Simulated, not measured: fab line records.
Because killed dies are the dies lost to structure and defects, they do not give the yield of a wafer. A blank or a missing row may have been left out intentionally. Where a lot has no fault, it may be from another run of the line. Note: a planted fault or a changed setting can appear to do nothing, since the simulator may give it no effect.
Which tool was responsible?	flow sky130	21 wafers from 7 lots sampled at 2 of the route's 708 steps

WHAT THE GAUGES READ, wafer by wafer
SKY_VT_ADJUST_NCORE_TW_MEAS_11.
lot	measured	on	VT_ADJUST_NCORE_TW
L564	day 9 12:32	film-metro-01	220.8 221.3 220.4
L566	day 10 07:30	film-metro-02	218.0 217.0 217.1
L569	day 10 16:42	film-metro-02	217.7 217.0 216.6
L571	day 11 06:06	film-metro-04	220.1 220.5 221.4
L573	day 11 20:38	film-metro-01	219.7 220.1 219.9
L581	day 14 05:43	film-metro-02	233.5 233.3 234.3
L583	day 14 18:12	film-metro-02	219.2 219.5 220.1

EACH LOT AND THE TOOL THAT RAN IT (in order: tool; ch and the chambers of the sampled wafers; start)
lot	SKY_VT_ADJUST_NCORE_IMPLANT_09
L564	implanter-03 ch 0, day 9 12:17
L566	implanter-03 ch 0, day 10 07:17
L569	implanter-03 ch 0, day 10 16:28
L571	implanter-03 ch 0, day 11 05:53
L573	implanter-01 ch 0, day 11 20:23
L581	implanter-03 ch 0, day 14 05:31
L583	implanter-01 ch 0, day 14 17:58
- SKY_VT_ADJUST_NCORE_IMPLANT_09

THE ANSWER, worked out from the rows above alone
Rule: the usual values come from the lots themselves. The widest of any qualifying gaps counts: lots, ordered by their means at a reading, are off when they make up no more than a third of the lots, leave a main group of 4 or more, and stand apart from it by 3 or more times the standard deviation of that group's means. If all means in a main group match to the digits the tables above print for the reading, that group is not used. A lot without any number at a reading at which 4 lots or more have one is off too. The other lots that the step has rows for count as sound.
Off: at SKY_VT_ADJUST_NCORE_TW_MEAS_11 (VT_ADJUST_NCORE_TW), L581. Main group: mean 219.2, sd 1.5.
If a tool, at a process step before that reading, ran all the lots that are off and no sound lot after the first of them, it fits. Those tools and the gauges at SKY_VT_ADJUST_NCORE_TW_MEAS_11 are tried in the same way. One fits: implanter-03 at SKY_VT_ADJUST_NCORE_IMPLANT_09. Its last sound lot is L571 (day 11 05:53), its first lot that is off L581 (day 14 05:31): a fault that began between those two fits.

WHAT WAS PUT IN BY THE SIMULATOR
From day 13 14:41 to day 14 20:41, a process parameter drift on implanter-03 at SKY_VT_ADJUST_NCORE_IMPLANT_09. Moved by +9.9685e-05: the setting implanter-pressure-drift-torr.
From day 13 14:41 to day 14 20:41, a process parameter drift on implanter-03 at SKY_VT_ADJUST_NCORE_IMPLANT_09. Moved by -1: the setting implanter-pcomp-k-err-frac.
Struck lots among those shown: L581. The same result came from the rule above.
